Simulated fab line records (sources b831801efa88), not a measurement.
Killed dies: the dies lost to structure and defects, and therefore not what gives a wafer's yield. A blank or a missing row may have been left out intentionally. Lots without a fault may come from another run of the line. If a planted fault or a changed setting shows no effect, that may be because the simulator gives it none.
A lot that was struck, set against a sound lot + flow sky130 + 19 steps out of a route of 708
Sound: these wafers, L406.1, L406.3, L406.4. The struck wafers were L414.4, L414.5, L414.6. At the end, the cause is stated.
Each step with rows lists, per side, the tool, then ch with its chambers, then its first start. Under that, the readings that differ: sound wafers + struck wafers + difference of the means + sigmas: that difference in standard deviations of wafers without a fault.
alike: readings whose means differ by less than 2 such deviations, and words and numbers that are the same on both sides. not compared: withheld readings, readings that some wafer has no value for, bounds like >300 that may hide the same value, and numbers for which the record gives no deviation and whose values overlap.
The two part at a step that has a row with sigmas, a row that says differs or no value, or rows on one side only. Numbers that have no deviation but don't overlap get no sigmas and don't part them. A reading missing from all wafers of one side parts the sides only when that side holds two or more wafers.

SKY_CONTACT_ETCH_17: etches SiO2 in C4F8/O2/Ar, stops on Si3N4, target depth 340 nm.
  sound on rie-diel-04 ch 1,2,3, day 32 23:57; struck on rie-diel-01 ch 0,3, day 37 11:15
  alike: oes-product-au
SKY_CONTACT_ETCH_18: etches Si3N4 in CHF3/O2, stops on TiN, time 39 s, target depth 75 nm.
  sound on rie-diel-04 ch 1,2,3; struck on rie-diel-01 ch 0,3
  alike: drypump-motor-current-A, oes-product-au, throttle-valve-pct
  not compared: rf-hours-counter-h
SKY_CONTACT_STRIP_19: strips in O2/N2.
  sound on plasma-asher-03 ch 0,1, day 33 00:02; struck on plasma-asher-02 ch 0,1, day 37 11:22
  alike: drypump-motor-current-A, n2-flow-sccm, oes-product-au, strip-time-to-endpoint-s
  not compared: rf-hours-counter-h
then, 5 steps without rows for these wafers: SKY_CONTACT_STRIP_20 (strips in post etch residue remover, time 1200 s); SKY_CONTACT_CLEAN_21 (cleans in IPA, time 180 s); SKY_CONTACT_CLEAN_22 (cleans in O3/DIW); SKY_CONTACT_SPUTTER_23 (material TiN, target thk 20 nm, time 80 s); SKY_CONTACT_CVD_24 (deposits W, target thk 340 nm, time 102.12 s).
SKY_CONTACT_RS_MEAS_25: a four-point-probe measurement.
  struck on film-metro-02, day 37 12:12; sound on film-metro-02, day 33 00:56
  alike: CONTACT_W_RS
SKY_CONTACT_THK_MEAS_26: measures by xrf.
  struck on film-metro-02, day 37 12:17; sound on film-metro-02, day 33 01:04
  alike: CONTACT_W_THK
SKY_CONTACT_CMP_27: polishes, stops on SiO2, t overpolish 15 s, target thk 0 nm.
  sound on cmp-02 ch 0,1,2, day 33 01:07; struck on cmp-02 ch 0,3, day 37 12:22
  alike: head-pressure-psi, motor-current-A, overpolish-run-s, time-to-endpoint-s
then, 1 step without rows for these wafers: SKY_METAL1_SPUTTER_00 (material Ti, target thk 15 nm, time 10 s).
SKY_METAL1_SPUTTER_01: material TiN, target thk 20 nm, time 16.7 s.
  struck on pvd-sputter-04, day 37 12:38; sound on pvd-sputter-04, day 33 01:26
| reading                                    | sound             | struck            | difference | sigmas |
|--------------------------------------------|-------------------|-------------------|------------|--------|
| model.TiN_of_METAL1_SPUTTER_01.thk-nm (nm) | 19.64 19.62 19.79 | 38.44 38.48 37.99 | +18.62     |        |
  alike: throttle-valve-pct
then, 2 steps without rows for these wafers: SKY_METAL1_SPUTTER_02 (material AlCu, target thk 250 nm, time 13.3 s); SKY_METAL1_SPUTTER_03 (material Ti, target thk 5 nm, time 3.3 s).
SKY_METAL1_SPUTTER_04: material TiN, target thk 70 nm, time 58.3 s.
  struck on pvd-sputter-04, day 37 12:43; sound on pvd-sputter-04, day 33 01:31
  alike: throttle-valve-pct
SKY_METAL1_RS_MEAS_05: a four-point-probe measurement.
  struck on film-metro-01, day 37 13:07; sound on film-metro-04, day 33 01:34
  alike: METAL1_ALCU_RS
  not compared: hold
SKY_METAL1_THK_MEAS_06: measures by xrf.
  struck on film-metro-01, day 37 14:52; sound on film-metro-04, day 33 01:41
| reading | sound | struck                                                                     | difference                   | sigmas |
|---------|-------|----------------------------------------------------------------------------|------------------------------|--------|
| hold    | - - - | await-dispo/1.6h/release await-dispo/1.6h/release await-dispo/1.6h/release | no value on the sound wafers |        |
  alike: METAL1_ALCU_THK
SKY_PAD_OPEN_PROBE_99:
  the record has rows for the sound wafers here (prober-01, day 46 21:32) and none for the struck ones

WHERE THEY PART
Earliest at SKY_METAL1_THK_MEAS_06; latest, in this record, at SKY_PAD_OPEN_PROBE_99.

WHY: whatever the simulator had introduced
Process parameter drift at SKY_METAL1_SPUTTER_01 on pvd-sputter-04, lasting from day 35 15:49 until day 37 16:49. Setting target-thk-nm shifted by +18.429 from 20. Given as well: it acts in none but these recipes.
